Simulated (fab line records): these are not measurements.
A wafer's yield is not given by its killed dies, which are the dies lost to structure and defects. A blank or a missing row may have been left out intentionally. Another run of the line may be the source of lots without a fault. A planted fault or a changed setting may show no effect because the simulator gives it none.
Matching of chambers + flow sky130 + 4 sister chambers for SKY_FIELD_ISO_CMP_27 on cmp-01
The step polishes, stops on Si3N4, t overpolish 16 s, target thk 457.8 nm. 18 wafers are shown with their chamber, then 9 later ones without.

== WAFERS PAIRED WITH THEIR CHAMBERS ==
| wafer  | chamber | motor current A (A) | time to endpoint s (s) | overpolish run s (s) |
|--------|---------|---------------------|------------------------|----------------------|
| L075.4 | 1       | 12.0                | 117                    | 15.986               |
| L075.5 | 2       | 11.9                | 113                    | 16.007               |
| L075.6 | 1       | 12.5                | 117                    | 16.005               |
| L077.1 | 1       | 12.1                | 120                    | 15.998               |
| L077.5 | 2       | 11.6                | 115                    | 16.013               |
| L077.6 | 3       | 10.9                | 119                    | 15.983               |
| L080.1 | 1       | 11.6                | 121                    | 16.000               |
| L080.3 | 0       | 14.7                | 111                    | 16.000               |
| L080.4 | 3       | 11.6                | 118                    | 15.994               |
| L081.1 | 3       | 10.9                | 120                    | 16.006               |
| L081.3 | 1       | 12.4                | 122                    | 15.998               |
| L081.4 | 0       | 15.4                | 111                    | 15.975               |
| L084.2 | 2       | 12.7                | 111                    | 16.007               |
| L084.4 | 3       | 11.4                | 114                    | 15.988               |
| L084.5 | 0       | 15.1                | 106                    | 15.999               |
| L087.1 | 3       | 10.5                | 116                    | 16.009               |
| L087.3 | 1       | 11.8                | 117                    | 16.008               |
| L087.5 | 2       | 12.5                | 113                    | 15.998               |

SIGNATURES (averages over the wafers above)
| reading            | chamber 0 | chamber 1 | chamber 2 | chamber 3 | scatter within a chamber |
|--------------------|-----------|-----------|-----------|-----------|--------------------------|
| motor current A    | 15.067    | 12.067    | 12.175    | 11.060    | 0.414                    |
| time to endpoint s | 109.33    | 119.00    | 113.00    | 117.40    | 2.3                      |
| overpolish run s   | 15.99133  | 15.99917  | 16.00625  | 15.99600  | 0.00967                  |
Rule: for each reading, subtract the chamber's mean from the wafer's reading, divide by that reading's scatter and square the result; add these up over the readings and take the root, which gives the wafer's distance from the chamber. If the next closest chamber is less than 2 further off than the closest, the wafer can't be placed; otherwise it belongs to the closest. The scatter: the root of (the sum of the squares of (reading less its chamber's mean) over the shown wafers, divided by (wafers less chambers)).

== WAFERS WITHOUT THEIR CHAMBER ==
| wafer  | motor current A (A) | time to endpoint s (s) | overpolish run s (s) |
|--------|---------------------|------------------------|----------------------|
| L089.1 | 13.0                | 112                    | 16.003               |
| L089.2 | 15.3                | 103                    | 15.998               |
| L089.4 | 12.0                | 115                    | 15.996               |
| L090.2 | 11.5                | 109                    | 15.997               |
| L090.3 | 13.3                | 108                    | 16.004               |
| L090.6 | 15.0                | 107                    | 15.997               |
| L094.1 | 15.5                | 103                    | 16.005               |
| L094.5 | 15.6                | 103                    | 15.995               |
| L094.6 | 11.7                | 114                    | 16.000               |

== EACH ONE'S CHAMBER ==
| wafer  | from the rows above          | in truth |
|--------|------------------------------|----------|
| L089.1 | can't be placed: 2 or 1      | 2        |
| L089.2 | 0                            | 0        |
| L089.4 | can't be placed: 2 or 1 or 3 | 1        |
| L090.2 | can't be placed: 2 or 3 or 1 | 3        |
| L090.3 | can't be placed: 2 or 0      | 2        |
| L090.6 | 0                            | 0        |
| L094.1 | 0                            | 0        |
| L094.5 | 0                            | 0        |
| L094.6 | can't be placed: 2 or 3 or 1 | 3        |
Correctly placed: 4 of 9. Unplaceable from these rows: 5, with the true chamber sitting among the candidates in 5. Placed wrongly: 0.
